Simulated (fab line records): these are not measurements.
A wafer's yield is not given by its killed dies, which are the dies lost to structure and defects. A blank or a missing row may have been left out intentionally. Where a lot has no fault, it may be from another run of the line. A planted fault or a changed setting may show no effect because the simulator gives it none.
Chamber matching    flow sky130    cmp-02 running SKY_CONTACT_CMP_04: 4 sister chambers
The step polishes SiO2. 4 wafers are shown with their chamber, then 7 later ones without.

== EACH WAFER AND ITS CHAMBER ==
wafer   chamber  motor_current_A (A)
L831.6  2        12.0
L833.2  1        11.0
L833.3  0        11.4
L835.1  3        11.4

== WAFERS MISSING THEIR CHAMBER ==
wafer   motor_current_A (A)
L835.3  11.4
L835.5  11.0
L841.1  10.7
L841.2  12.4
L841.5  10.6
L843.4  11.9
L843.6  10.8

== WHICH CHAMBER EACH WENT THROUGH ==
wafer   from the rows above           in truth
L835.3  can't be placed: 0 or 3 or 1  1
L835.5  can't be placed: 1 or 0 or 3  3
L841.1  can't be placed: 1 or 0 or 3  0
L841.2  2                             2
L841.5  can't be placed: 1 or 0 or 3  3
L843.4  can't be placed: 2 or 0 or 3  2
L843.6  can't be placed: 1 or 0 or 3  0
Correct placement for 1 of the 7. Unplaceable from these rows: 6, with the true chamber sitting among the candidates in 6. 0 placed wrongly.
How it was worked out, from the rows above alone: a wafer's distance from a chamber is the root of the sum, over the readings, of the square of ((its reading less the chamber's mean) divided by the reading's scatter). If the next closest chamber is less than 2 further off than the closest, the wafer can't be placed; otherwise it belongs to the closest. For every chamber, the mean is computed from those of its wafers that are shown. The scatter: root of mean squared gap, hidden wafer to nearest shown wafer, with one shown wafer a chamber.
